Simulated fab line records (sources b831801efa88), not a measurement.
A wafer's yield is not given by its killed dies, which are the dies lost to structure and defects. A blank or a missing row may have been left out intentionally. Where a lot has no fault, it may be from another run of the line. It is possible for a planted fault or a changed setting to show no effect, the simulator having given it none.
Which tool did it?    flow gf180mcu    33 wafers from 11 lots sampled at 5 of the route's 602 steps

== WHAT THE GAUGES SHOWED, per wafer ==
GF_CONTACT_RS_MEAS_25: measurement is done with a four-point probe.
lot   measured      on             CONTACT_W_RS (ohm/sq)
L426  day 17 00:44  film metro-02  0.390 0.392 0.387
L427  day 17 07:59  film metro-01  0.380 0.380 0.384
L428  day 17 12:43  film metro-01  0.376 0.378 0.380
L430  day 18 04:13  film metro-02  0.382 0.386 0.384
L431  day 18 17:26  film metro-02  0.380 0.382 0.386
L434  day 19 23:40  film metro-01  0.378 0.375 0.377
L435  day 20 09:45  film metro-04  0.385 0.387 0.388
L436  day 20 21:17  film metro-01  0.378 0.377 0.373
L439  day 21 18:38  film metro-01  0.383 0.264 0.381 0.384 0.264 0.380
L440  day 22 06:52  film metro-01  0.261 0.377 0.261 0.262 0.378 0.260
L447  day 24 08:29  film metro-01  0.386 0.382 0.389

GF_CONTACT_THK_MEAS_26: measures by xrf.
lot   measured      on             CONTACT_W_THK (nm)
L426  day 17 00:51  film metro-02  301 299 302
L427  day 17 08:06  film metro-01  308 307 304
L428  day 17 12:50  film metro-01  310 309 307
L430  day 18 04:20  film metro-02  301 297 300
L431  day 18 17:33  film metro-02  303 302 298
L434  day 19 23:47  film metro-01  309 310 312
L435  day 20 09:52  film metro-04  300 299 300
L436  day 20 21:24  film metro-01  310 311 314
L439  day 21 21:42  film metro-01  303 441 305 304 438 305
L440  day 22 09:37  film metro-01  448 309 448 447 307 449
L447  day 24 08:36  film metro-01  300 303 301

== TOOL THAT RAN EACH LOT (tool first, then ch and the chambers of the sampled wafers, then the start) ==
lot   GF_SAB_CVD_00                    GF_SAB_ETCH_11                      GF_CONTACT_CVD_24
L426  pecvd-03 ch 0,1,2, day 15 01:51  rie diel-03 ch 0,2,3, day 16 00:07  cvd w-01 ch 0,1, day 17 00:37
L427  pecvd-04 ch 0,2, day 15 08:50    rie diel-03 ch 2,3, day 16 06:59    cvd w-02 ch 0,1, day 17 07:52
L428  pecvd-03 ch 1,2, day 15 13:56    rie diel-01 ch 0,2,3, day 16 11:55  cvd w-02 ch 0,1, day 17 12:37
L430  pecvd-04 ch 0,1,2, day 16 04:48  rie diel-03 ch 0,2,3, day 17 03:34  cvd w-01 ch 0,1, day 18 04:07
L431  pecvd-03 ch 0,1,2, day 16 17:24  rie diel-02 ch 0,1,2, day 17 16:01  cvd w-02 ch 0,1, day 18 17:19
L434  pecvd-03 ch 0,1,2, day 17 22:41  rie diel-02 ch 0,2,3, day 18 21:16  cvd w-02 ch 0,1, day 19 23:34
L435  pecvd-02 ch 0,1, day 18 06:57    rie diel-01 ch 0,1,3, day 19 06:52  cvd w-02 ch 0,1, day 20 09:39
L436  pecvd-04 ch 0,2, day 18 18:38    rie diel-03 ch 0,3, day 19 18:52    cvd w-02 ch 0,1, day 20 21:11
L439  pecvd-04 ch 0,1,2, day 19 17:21  rie diel-03 ch 0,1,3, day 20 16:34  cvd w-02 ch 0,1, day 21 18:30
L440  pecvd-02 ch 0,1, day 20 05:08    rie diel-01 ch 0,2,3, day 21 05:08  cvd w-02 ch 0,1, day 22 06:41
L447  pecvd-04 ch 0,1,2, day 22 09:42  rie diel-02 ch 1,2,3, day 23 08:16  cvd w-01 ch 0,1, day 24 08:23
- GF_SAB_CVD_00: deposits SiO2 from TEOS, target thk 50 nm, time 4.9302 s.
- GF_SAB_ETCH_11: etches SiO2 in C4F8/O2/Ar, target depth 55 nm, time 8.681 s.
- GF_CONTACT_CVD_24: deposits W, target thk 300 nm, time 90.339 s.

== WHAT THE TOOLS THEMSELVES READ (means of the sampled wafers that have a number; where no wafer has one, the mark that the record gives instead) ==
GF_SAB_CVD_00.
lot   tool      heater power w (W)  susceptor temp C (C)
L426  pecvd-03  798                 399.84
L427  pecvd-04  558                 399.77
L428  pecvd-03  819                 400.12
L430  pecvd-04  642                 400.02
L431  pecvd-03  758                 399.84
L434  pecvd-03  761                 400.21
L435  pecvd-02  699                 400.00
L436  pecvd-04  569                 400.22
L439  pecvd-04  598                 400.13
L440  pecvd-02  727                 400.13
L447  pecvd-04  638                 399.98

GF_SAB_ETCH_11.
lot   tool         oes product au (a.u.)
L426  rie diel-03  0.996
L427  rie diel-03  1.000
L428  rie diel-01  1.004
L430  rie diel-03  1.000
L431  rie diel-02  1.006
L434  rie diel-02  0.991
L435  rie diel-01  1.003
L436  rie diel-03  0.992
L439  rie diel-03  0.997
L440  rie diel-01  1.003
L447  rie diel-02  0.998

GF_CONTACT_CVD_24.
lot   tool      heater power w (W)  susceptor temp C (C)
L426  cvd w-01  956                 400.03
L427  cvd w-02  1012                400.09
L428  cvd w-02  981                 400.08
L430  cvd w-01  864                 400.01
L431  cvd w-02  1011                399.86
L434  cvd w-02  1008                400.14
L435  cvd w-02  996                 400.01
L436  cvd w-02  972                 399.88
L439  cvd w-02  1028                406.84
L440  cvd w-02  1101                414.30
L447  cvd w-01  925                 399.98

== THE ANSWER, worked out from the rows above alone ==
Rule: the usual values come from the lots themselves. Put in order of their means at a reading, lots are off if they are a third of the lots or fewer, leave a main group of 4 or more, and stand apart from it by a gap of 3 or more times the standard deviation of the main group's means; of several such gaps the widest counts. A main group is skipped when, at the precision printed for the reading in the tables above, its means are all equal. Also off: a lot with no number at a reading for which 4 or more lots have one. All remaining lots with rows at the step are treated as sound. The gauges are gone through in route order, then the tools' own readings, and for those a lot's mean is taken as printed above. The first step at which some lot is off is used, and at that step the reading that is off furthest; a lot without a number counts as furthest.
Off: at GF_CONTACT_RS_MEAS_25 (CONTACT_W_RS), L439, L440. For the main group the mean is 0.382 ohm/sq and the standard deviation 0.0045.
A tool fits if, at a process step before that reading, it ran every lot that is off, and no sound lot after the first of them. The gauges at GF_CONTACT_RS_MEAS_25 aren't tried: what is off there is off at GF_CONTACT_CVD_24 too, on other tools, and a gauge's error can't cause that. One candidate fits, namely cvd w-02 at GF_CONTACT_CVD_24. A fault onset in the window from L436 (day 20 21:11, its last sound lot) to L439 (day 21 18:30, its first lot off) fits.
The tool's own readings at GF_CONTACT_CVD_24 bear it out: on the lots that are off they differ by more than 5 times the standard deviation of the sound lots' means. susceptor temp C reads 410.57 C there against 400.01 C on the sound lots.

== WHAT WAS PUT IN BY THE SIMULATOR ==
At GF_CONTACT_CVD_24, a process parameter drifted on cvd w-02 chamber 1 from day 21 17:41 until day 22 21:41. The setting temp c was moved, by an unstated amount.
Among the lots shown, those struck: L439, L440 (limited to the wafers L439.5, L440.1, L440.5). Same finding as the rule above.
